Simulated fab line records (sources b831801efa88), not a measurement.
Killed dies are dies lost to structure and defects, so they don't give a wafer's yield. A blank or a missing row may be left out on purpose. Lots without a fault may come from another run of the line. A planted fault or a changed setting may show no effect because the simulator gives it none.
The tool behind it: which one? :: flow sky130 :: 36 wafers from 12 lots sampled at 2 of the route's 708 steps

== WHAT THE GAUGES READ, wafer by wafer ==
SKY_NWELL_TW_MEAS_15. Usual: NWELL_TW gives 1812 (standard deviation 17).
lot: L706
measured: day 5 04:12
on: film_metro-03
NWELL_TW: 1817 1826 1837
flag: 

lot: L707
measured: day 5 11:47
on: film_metro-03
NWELL_TW: 1809 1822 1823
flag: 

lot: L708
measured: day 5 12:26
on: film_metro-03
NWELL_TW: 1808 1811 1812
flag: 

lot: L710
measured: day 5 17:35
on: film_metro-03
NWELL_TW: 1822 1811 1827
flag: 

lot: L716
measured: day 7 01:50
on: film_metro-03
NWELL_TW: 1811 1808 1799
flag: 

lot: L721
measured: day 8 03:55
on: film_metro-02
NWELL_TW: 1801 1798 1801
flag: 

lot: L722
measured: day 8 09:15
on: film_metro-03
NWELL_TW: 1803 1808 1800
flag: 

lot: L724
measured: day 8 21:05
on: film_metro-02
NWELL_TW: 1798 1796 1800
flag: 

lot: L726
measured: day 9 18:11
on: film_metro-02
NWELL_TW: 1790 1785 1776
flag: 

lot: L727
measured: day 10 06:50
on: film_metro-03
NWELL_TW: 1828 1806 1823
flag: 

lot: L728
measured: day 10 12:48
on: film_metro-03
NWELL_TW: 1826 1826 1815
flag: 

lot: L729
measured: day 10 13:51
on: film_metro-02
NWELL_TW: 1805 1796 1806
flag: 

SKY_VT_ADJUST_LVTN_OVL_MEAS_07. Usual: VT_ADJUST_LVTN_OVL gives 0.8 nm (standard deviation 1.4).
lot: L706
measured: day 7 12:45
on: overlay-02
VT_ADJUST_LVTN_OVL (nm): -0.6 -1.8 -1.2
flag: 

lot: L707
measured: day 7 19:45
on: overlay-02
VT_ADJUST_LVTN_OVL (nm): 1.4 0.7 0.4
flag: 

lot: L708
measured: day 7 21:05
on: overlay-02
VT_ADJUST_LVTN_OVL (nm): -1.3 0.0 0.9
flag: 

lot: L710
measured: day 8 02:23
on: overlay-02
VT_ADJUST_LVTN_OVL (nm): 2.0 4.1 4.0
flag: 

lot: L716
measured: day 9 12:59
on: overlay-02
VT_ADJUST_LVTN_OVL (nm): 0.4 0.4 -0.3
flag: 

lot: L721
measured: day 10 20:25
on: overlay-01
VT_ADJUST_LVTN_OVL (nm): 2.8 3.5 2.0
flag: 

lot: L722
measured: day 11 02:43
on: overlay-01
VT_ADJUST_LVTN_OVL (nm): -0.3 0.2 0.9
flag: 

lot: L724
measured: day 11 17:20
on: overlay-02
VT_ADJUST_LVTN_OVL (nm): 2.1 2.1 2.3
flag: 

lot: L726
measured: day 12 16:41
on: overlay-01
VT_ADJUST_LVTN_OVL (nm): -0.4 -0.5 -0.5
flag: 

lot: L727
measured: day 13 07:54
on: overlay-01
VT_ADJUST_LVTN_OVL (nm): 2.8 1.0 1.5
flag: 

lot: L728
measured: day 13 14:11
on: overlay-01
VT_ADJUST_LVTN_OVL (nm): -0.8 -0.4 0.7
flag: 

lot: L729
measured: day 13 15:40
on: overlay-02
VT_ADJUST_LVTN_OVL (nm): -0.7 0.3 1.2
flag: 

== TOOL THAT RAN EACH LOT (tool first, then ch and the chambers of the sampled wafers, then the start) ==
The record holds no process step before these readings.

== WHAT THE TOOLS THEMSELVES READ (means of the sampled wafers that have a number; where no wafer has one, the mark that the record gives instead) ==
The record holds no such reading with a usual standard deviation.

== THE ANSWER, worked out from the rows above alone ==
Rule: take the mean of a lot's wafers that have a number; if it is more than 3 standard deviations from the usual mean, the lot is off. Also off: a lot with no number at a reading for which 4 or more lots have one. Any other lot the step has rows for is counted as sound. Order of review: gauges by route order, followed by the tools' own readings, for which a lot's mean as printed above is used. At the first step where some lot is off, the reading lying furthest off is the one used; lots without a number count as furthest.
Nothing can be told from this: no lot is off at any reading shown.

== WHAT THE SIMULATOR HAD PUT IN ==
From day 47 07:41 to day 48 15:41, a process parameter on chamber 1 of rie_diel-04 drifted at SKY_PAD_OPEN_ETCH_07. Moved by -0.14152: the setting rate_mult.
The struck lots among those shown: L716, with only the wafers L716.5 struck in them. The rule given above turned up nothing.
